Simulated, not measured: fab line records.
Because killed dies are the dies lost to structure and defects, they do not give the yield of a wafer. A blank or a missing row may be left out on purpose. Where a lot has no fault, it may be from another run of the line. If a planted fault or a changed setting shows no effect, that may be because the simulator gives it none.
2 desks, one fault + flow sfq line + each desk has only its own numbers; what lay behind them comes last

== AT THE METROLOGY DESK ==
What the gauges read, lot by lot, whatever tool the lot ran on: means of the sampled wafers that have a number. The brackets show how far a lot's mean lies from the usual mean; more than 4 standard deviations puts the lot out of limits, marked OUT.
Columns: A = I6_BOW at SFQ_I6_BOW_MEAS_941, usual 5 um; B = I6_OVL at SFQ_I6_OVL_MEAS_942, usual 2 nm
| lot  | first seen here | A   | B  |
|------|-----------------|-----|----|
| L434 | day 58 01:32    | -13 | 11 |
| L439 | day 58 23:52    | 15  | -0 |
| L440 | day 59 08:52    | 9   | -2 |
| L441 | day 59 13:20    | 21  | 1  |
| L448 | day 66 01:40    | 16  | -2 |
| L454 | day 73 18:05    | 18  | 3  |
This desk found nothing out of limits on any of the 6 lots.

== THE TOOL OWNER'S DESK: rie diel-01 ==
The tool's own readings at SFQ_TRILAYER_I6_VIA_BARC_OPEN_VIA_ETCH_235 (etches BARC in O2, target depth 125 nm, time 41.7 s): means of the sampled wafers that have a number, for each lot that ran on this tool. The brackets show how far a lot's mean lies from the usual mean; more than 4 standard deviations puts the lot out of limits, marked OUT.
Columns: A = drypump motor current A at SFQ_TRILAYER_I6_VIA_BARC_OPEN_VIA_ETCH_235, usual 5.7 A; B = oes product au at SFQ_TRILAYER_I6_VIA_BARC_OPEN_VIA_ETCH_235, usual 0.686 a.u.
| lot  | first seen here | A   | B     |
|------|-----------------|-----|-------|
| L439 | day 63 02:32    | 5.4 | 0.685 |
| L440 | day 63 13:20    | 5.6 | 0.690 |
| L441 | day 63 18:08    | 4.9 | 0.684 |
| L454 | day 74 03:08    | 4.8 | 0.686 |
This desk found nothing out of limits on any of the 4 lots.

== ALL TOGETHER ==
From the metrology desk's view, nothing was out of limits.
The desk of the tool owner found nothing out of limits.

== WHAT THE SIMULATOR HAD INSERTED ==
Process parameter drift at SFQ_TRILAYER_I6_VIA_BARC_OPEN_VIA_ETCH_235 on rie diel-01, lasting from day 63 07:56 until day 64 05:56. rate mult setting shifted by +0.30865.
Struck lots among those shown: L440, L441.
